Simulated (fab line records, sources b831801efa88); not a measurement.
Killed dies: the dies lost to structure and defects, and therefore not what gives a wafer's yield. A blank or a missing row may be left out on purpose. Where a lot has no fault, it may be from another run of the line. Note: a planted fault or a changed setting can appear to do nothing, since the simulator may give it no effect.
Struck lot and sound lot, side by side | flow gf180mcu | 43 steps out of a route of 602
Sound: wafers L601.1, L601.2, L601.5. The struck wafers were L608.2, L608.3, L608.5. The cause is given at the end.
Per side, at each step with rows, come the tool, then ch with its chambers, and then its first start. Under that, the readings that differ: sound wafers | struck wafers | difference of the means | sigmas: that difference in standard deviations of wafers without a fault.
alike: same words and numbers on both sides, and readings whose means sit less than 2 such deviations apart. not compared: any withheld reading, any reading some wafer has no value for, any bound like >300 that may hide the same value, and any number with overlapping values for which the record gives no deviation.
Wherever a step has rows on one side only, a row that says differs or no value, or a row with sigmas, the two part there. When numbers do not overlap yet have no deviation, they are printed without sigmas and do not part them. Lack of a reading on every wafer of one side parts them only where that side has two or more wafers.

first, 7 steps without rows for these wafers: GF_DUAL_GATE_DEHYDRATE_04 (time 60 s); GF_DUAL_GATE_HMDS_05 (prime time 60 s); GF_DUAL_GATE_COAT_06 (resist thk 1000 nm); GF_DUAL_GATE_SOFTBAKE_07 (time 60 s); GF_DUAL_GATE_EXPOSE_08 (exposes mask Dualgate, target cd 700 nm); GF_DUAL_GATE_PEB_09; GF_DUAL_GATE_DEVELOP_10 (develop time 60 s).
GF_DUAL_GATE_OVL_MEAS_11:
  struck on overlay-01, day 13 00:09; sound on overlay-02, day 10 09:59
  reading            | sound       | struck         | difference | sigmas
  DUAL_GATE_OVL (nm) | 2.9 2.9 2.4 | -0.8 -0.2 -2.0 | -3.7       | -2
then, 4 steps without rows for these wafers: GF_DUAL_GATE_WET_ETCH_12 (etches SiO2 in dHF, target depth 13 nm, time 260 s); GF_DUAL_GATE_STRIP_13 (strips in O2/N2); GF_DUAL_GATE_CLEAN_14 (cleans in SC1/SC2, time 150 s); GF_DUAL_GATE_OXIDATION_15 (stabilise 600 s, purge 300 s, target thk 7.098 nm).
GF_POLY_GATE_CVD_00: deposits poly-Si, target thk 200 nm, time 1200 s.
  sound on lpcvd-01 ch 0, day 10 11:48; struck on lpcvd-01 ch 0, day 13 02:47
  alike: zone-power-bottom-pct
GF_POLY_GATE_THK_MEAS_01:
  struck on film-metro-01, day 13 04:08; sound on film-metro-02, day 10 13:08
  alike: POLY_GATE_CVD_00_THK
then, 6 steps without rows for these wafers: GF_POLY_GATE_DEHYDRATE_02 (time 60 s); GF_POLY_GATE_HMDS_03 (prime time 60 s); GF_POLY_GATE_COAT_04; GF_POLY_GATE_COAT_05 (resist thk 700 nm); GF_POLY_GATE_SOFTBAKE_06 (time 60 s); GF_POLY_GATE_EXPOSE_07 (exposes mask Poly2, target cd 280 nm).
GF_POLY_GATE_PEB_08: peb time 92.42 s.
  sound: litho-track-01 ch 0; struck: litho-track-02 ch 0
  alike: plate-sensor-t-centre-C, plate-sensor-t-edge-C
then, 1 step without rows for these wafers: GF_POLY_GATE_DEVELOP_09 (develop time 60 s).
GF_POLY_GATE_CD_MEAS_10 targets a cd of 280 nm.
  struck on cd-sem-02, day 14 04:15; sound on cd-sem-01, day 11 07:19
  reading    | sound             | struck            | difference | sigmas
  cd-nm (nm) | 279.5 279.6 278.4 | 282.6 283.4 282.7 | +3.7       | +2
GF_POLY_GATE_OVL_MEAS_11:
  struck on overlay-02, day 14 04:22; sound on overlay-02, day 11 07:26
  alike: POLY_GATE_OVL
GF_POLY_GATE_ETCH_12: etches BARC in N2/H2.
  sound on rie-diel-01 ch 0,2,3, day 11 07:28; struck on rie-diel-02 ch 1,3, day 14 04:23
  alike: drypump-motor-current-A, oes-product-au, rf-fwd-power-W, throttle-valve-pct
GF_POLY_GATE_ETCH_13: etches poly-Si in HBr/Cl2, stops on SiO2, target depth 198.5 nm, time 69.6 s.
  sound on rie-si-01 ch 0,1, day 11 07:31; struck on rie-si-02 ch 0,1,2, day 14 04:26
  alike: drypump-motor-current-A, oes-product-au, rf-fwd-power-W, throttle-valve-pct
  not compared: rf-hours-counter-h
GF_POLY_GATE_STRIP_14: strips in O2/N2.
  sound on plasma-asher-04 ch 0,1, day 11 07:34; struck on plasma-asher-01 ch 0,1, day 14 04:29
  alike: drypump-motor-current-A, heater-power-w, oes-product-au
  not compared: rf-hours-counter-h
then, 2 steps without rows for these wafers: GF_POLY_GATE_CLEAN_15 (cleans in SC1/SC2, time 150 s); GF_POLY_GATE_OXIDATION_16 (stabilise 600 s, purge 300 s, target thk 4 nm).
GF_POLY_GATE_THK_MEAS_17:
  struck on film-metro-04, day 14 05:54; sound on film-metro-04, day 11 09:19
  alike: POLY_GATE_OXIDATION_THK
GF_POLY_GATE_CD_MEAS_18:
  struck on cd-sem-01, day 14 05:59; sound on cd-sem-01, day 11 09:22
  alike: cd-nm
then, 7 steps without rows for these wafers: GF_HV_LDD_DEHYDRATE_00 (time 60 s); GF_HV_LDD_HMDS_01 (prime time 60 s); GF_HV_LDD_COAT_02 (resist thk 1005 nm); GF_HV_LDD_SOFTBAKE_03 (time 60 s); GF_HV_LDD_EXPOSE_04 (exposes mask Nplus LV AREA, target cd 400 nm); GF_HV_LDD_PEB_05; GF_HV_LDD_DEVELOP_06 (develop time 60 s).
GF_HV_LDD_CD_MEAS_07 targets a cd of 400 nm.
  struck on cd-sem-01, day 15 03:17; sound on cd-sem-02, day 12 04:26
  reading    | sound             | struck            | difference | sigmas
  cd-nm (nm) | 398.3 398.3 394.9 | 403.4 401.2 402.6 | +5.2       | +2
GF_HV_LDD_OVL_MEAS_08:
  struck on overlay-02, day 15 03:23; sound on overlay-01, day 12 04:34
  alike: HV_LDD_OVL
next, for these wafers, 1 step has no rows: GF_HV_LDD_IMPLANT_09.
GF_HV_LDD_STRIP_10: strips in O2/N2.
  sound on plasma-asher-04 ch 0,1, day 12 04:44; struck on plasma-asher-03 ch 0,1, day 15 03:34
  alike: drypump-motor-current-A, heater-power-w, oes-product-au, strip-time-to-endpoint-s
  not compared: rf-hours-counter-h
-- a jump in the record: the struck wafers' starts before and after are 18 days apart (it breaks off in module HV_LDD and resumes in module PASSIVATION, where the first step shown is number 602 of the route) --
GF_PASSIVATION_PROBE_99:
  rows exist in the record for the struck wafers here (prober-01, day 33 14:56), but not for the sound ones

WHERE THEY PART
First at GF_DUAL_GATE_OVL_MEAS_11; last, within this record, at GF_PASSIVATION_PROBE_99.

WHY: the cause the simulator had injected
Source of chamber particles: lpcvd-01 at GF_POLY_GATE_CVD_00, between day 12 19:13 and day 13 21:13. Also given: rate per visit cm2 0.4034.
